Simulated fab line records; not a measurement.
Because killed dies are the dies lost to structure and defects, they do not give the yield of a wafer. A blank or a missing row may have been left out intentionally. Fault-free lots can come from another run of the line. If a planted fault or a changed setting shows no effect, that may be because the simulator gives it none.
Lot-split experiment | flow sky130 | on a route of 708 steps: 5 lots, 23 wafers read

## ABOUT THE SPLIT
At SKY_VT_ADJUST_HVTR_COAT_02 (resist thk 1140 nm), the setting spin rpm was moved away from the recipe's 3000 rpm on 8 of the 23 wafers read, by -5.0% to +5.7%. This setting was run at the recipe's value on the other wafers.

Reading taken at the split's own step.

## THE READING
NOVOLAK_of_VT_ADJUST_HVTR_COAT_02.thk nm (the simulator's own value, which no gauge read), in nm, at SKY_VT_ADJUST_HVTR_COAT_02 (resist thk 1140 nm). There is no usual value for it anywhere in the file. Across the 15 wafers here that went through the recipe, the average is 1140 nm and the standard deviation 2.8 nm.

wafer  | tool, chamber at the split | spin rpm as run, rpm | against the recipe | NOVOLAK_of_VT_ADJUST_HVTR_COAT_02.thk nm, nm | against lot-mates on the recipe
L074.1 | litho track-02, 0          | 3000                 | recipe             | 1140                                         | -
L074.4 | litho track-02, 0          | 3000                 | recipe             | 1140                                         | -
L074.3 | litho track-02, 0          | 2850                 | -5.0%              | 1172                                         | +33
L074.5 | litho track-02, 0          | 2850                 | -5.0%              | 1168                                         | +29
L074.6 | litho track-02, 0          | 3000                 | recipe             | 1138                                         | -
L080.1 | litho track-03, 0          | 3000                 | recipe             | 1141                                         | -
L080.2 | litho track-03, 0          | 3000                 | recipe             | 1141                                         | -
L080.3 | litho track-03, 0          | 3000                 | recipe             | 1141                                         | -
L080.4 | litho track-03, 0          | 3000                 | recipe             | 1144                                         | -
L080.5 | litho track-03, 0          | 3000                 | recipe             | 1142                                         | -
L081.1 | litho track-03, 0          | 3000                 | recipe             | 1135                                         | -
L081.3 | litho track-03, 0          | 3000                 | recipe             | 1133                                         | -
L081.6 | litho track-03, 0          | 3000                 | recipe             | 1139                                         | -
L083.1 | litho track-02, 0          | 3000                 | recipe             | 1142                                         | -
L083.2 | litho track-02, 0          | 3000                 | recipe             | 1143                                         | -
L083.3 | litho track-02, 0          | 3157                 | +5.2%              | 1113                                         | -30
L083.4 | litho track-02, 0          | 3157                 | +5.2%              | 1112                                         | -30
L083.6 | litho track-02, 0          | 3157                 | +5.2%              | 1112                                         | -30
L085.1 | litho track-04, 0          | 3000                 | recipe             | 1141                                         | -
L085.2 | litho track-04, 0          | 3172                 | +5.7%              | 1105                                         | -36
L085.3 | litho track-04, 0          | 3172                 | +5.7%              | 1105                                         | -36
L085.5 | litho track-04, 0          | 3172                 | +5.7%              | 1105                                         | -36
L085.4 | litho track-04, 0          | 3000                 | recipe             | 1140                                         | -

FIT RESULTS
A straight line over all 23 wafers: NOVOLAK_of_VT_ADJUST_HVTR_COAT_02.thk nm changes by -5.81 nm for each +1% of spin rpm; r = -0.99; the points scatter about the line by 2.7 nm.
The same after taking each lot's own level away (the mean of its wafers on the recipe; 23 wafers): -6.04 nm for each +1%; r = -1.00; scatter 1.5 nm.
According to that fit, moving spin rpm by its largest amount changes the reading by 35 nm.
From 1135.7 to 1142.5 nm: that is the span of the lots' own levels, equal to 2.5 times the standard deviation above.
The two slopes agree, so the slope changes little with the lot-to-lot level.
Check: for one of the wafers moved furthest among these (+5.7%), held out of the fit, the line's prediction against its lot-mates is -34.3 nm. It came out at -35.5 nm against them.

## THESE WAFERS: OTHER SPLITS
Other splits were also applied to these wafers ahead of the reading. Each is held against what the fit with the lots' levels taken away leaves over:
other split on the same wafers             | wafers away from the commonest value | r with NOVOLAK_of_VT_ADJUST_HVTR_COAT_02.thk nm (lot level and that fit taken away)
SKY_FIELD_ISO_DEVELOP_12 dev temp c        | 6                                    | +0.14
SKY_FIELD_ISO_OXIDATION_22 temp c          | 10                                   | +0.05
SKY_FIELD_ISO_WET_ETCH_28 time s           | 18                                   | -0.12
SKY_NWELL_IMPLANT_11 energy kev            | 8                                    | -0.24
SKY_NWELL_COAT_18 resist thk nm            | 9                                    | -0.18
SKY_NWELL_IMPLANT_24 energy kev            | 7                                    | -0.21
SKY_VT_ADJUST_HVTP_COAT_02 resist thk nm   | 6                                    | -0.24
SKY_VT_ADJUST_HVTP_STRIP_10 pressure mtorr | 15                                   | -0.10
SKY_VT_ADJUST_LVTN_IMPLANT_19 dose cm2     | 6                                    | +0.18

## THE WHOLE CHAIN: every reading that the file lists as answering this split, in the file's order
step                        | what it does       | reading                                                                                   | change (the file's fit)              | r (the file's)
SKY_VT_ADJUST_HVTR_COAT_02  | resist thk 1140 nm | NOVOLAK_of_VT_ADJUST_HVTR_COAT_02.thk nm (the simulator's own value, which no gauge read) | -6.01 nm for each +1% of the setting | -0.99
SKY_VT_ADJUST_HVTR_STRIP_10 | strips in O2/N2    | strip time to endpoint s                                                                  | withheld for each +1% of the setting | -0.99

## FILE'S OWN FIT
NOVOLAK_of_VT_ADJUST_HVTR_COAT_02.thk nm changes by -6.01 nm for each +1% of spin rpm, r = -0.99.
